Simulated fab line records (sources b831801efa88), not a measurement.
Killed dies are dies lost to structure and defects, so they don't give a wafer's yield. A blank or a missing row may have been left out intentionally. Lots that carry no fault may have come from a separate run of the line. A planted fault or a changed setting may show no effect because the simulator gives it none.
Struck lot and sound lot, side by side    flow sky130    14 steps out of a route of 708
Sound: wafers L476.1, L476.4, L476.5. The struck wafers were L484.1, L484.3, L484.6. At the end, the cause is stated.
Each step with rows lists, per side, the tool, then ch with its chambers, then its first start. Under that, the readings that differ: sound wafers    struck wafers    difference of the means    sigmas: that difference in standard deviations of wafers without a fault.
alike: readings whose means differ by less than 2 such deviations, and words and numbers that are the same on both sides. not compared: withheld readings, readings that some wafer has no value for, bounds like >300 that may hide the same value, and numbers for which the record gives no deviation and whose values overlap.
Wherever a step has rows on one side only, a row that says differs or no value, or a row with sigmas, the two part there. Numbers that don't overlap but have no deviation are shown without sigmas and don't part them. Lack of a reading on every wafer of one side parts them only where that side has two or more wafers.

first, 2 steps without rows for these wafers: SKY_POLY_CUT_PEB_06; SKY_POLY_CUT_DEVELOP_07 (develop time 60 s).
SKY_POLY_CUT_CD_MEAS_08: the cd target is 270 nm.
  sound on cd sem-01 at day 24 13:02; struck on cd sem-01 at day 27 18:32
reading     sound              struck             difference  sigmas
cd nm (nm)  271.6 273.1 271.5  268.6 268.8 269.8  -3.0        -2
SKY_POLY_CUT_OVL_MEAS_09:
  sound on overlay-02 at day 24 13:09; struck on overlay-01 at day 27 18:39
  alike: POLY_CUT_OVL
SKY_POLY_CUT_ETCH_10: etches BARC in N2/H2, stops on SiO2, time 45.9 s, target depth 60 nm.
  sound on rie diel-01 ch 1,2,3, day 24 13:11; struck on rie diel-03 ch 1,3, day 27 18:41
  alike: drypump motor current A, oes product au, throttle valve pct
  not compared: rf hours counter h
SKY_POLY_CUT_ETCH_11: etches Si3N4 in CF4/CH2F2/Ar, stops on poly-Si, time 42.5 s, target depth 60 nm.
  sound on rie diel-01 ch 1,2,3, day 24 13:14; struck on rie diel-03 ch 1,3, day 27 18:44
  alike: cf4 flow sccm, drypump motor current A, oes product au, throttle valve pct
  not compared: rf hours counter h
SKY_POLY_CUT_STRIP_12: strips in O2/N2.
  sound on plasma asher-02 ch 0,1, day 24 13:16; struck on plasma asher-04 ch 0,1, day 27 18:46
reading                       sound              struck             difference  sigmas
strip time to endpoint s (s)  5.359 5.323 5.334  5.399 5.391 5.355  +0.043      +2
  alike: drypump motor current A, oes product au
  not compared: rf hours counter h
then, 5 steps without rows for these wafers: SKY_SD_P_DEHYDRATE_00 (time 60 s); SKY_SD_P_HMDS_01 (prime time 60 s); SKY_SD_P_COAT_02 (resist thk 1140 nm); SKY_SD_P_SOFTBAKE_03 (time 60 s); SKY_SD_P_EXPOSE_04 (exposes mask PSDM, target cd 380 nm).
SKY_SD_P_PEB_05:
  sound on litho track-03 ch 0, day 25 18:19; struck on litho track-03, day 28 22:04
reading          sound           struck  difference                     sigmas
exhaust pa (Pa)  45.2 45.9 44.5  - - -   no value on the struck wafers  
  not compared: chill plate temp C
then, 1 step without rows for these wafers: SKY_SD_P_DEVELOP_06 (develop time 60 s).

WHERE THEY PART
Last at SKY_SD_P_PEB_05 as far as this record goes, first at SKY_POLY_CUT_CD_MEAS_08.

WHY: whatever the simulator had introduced
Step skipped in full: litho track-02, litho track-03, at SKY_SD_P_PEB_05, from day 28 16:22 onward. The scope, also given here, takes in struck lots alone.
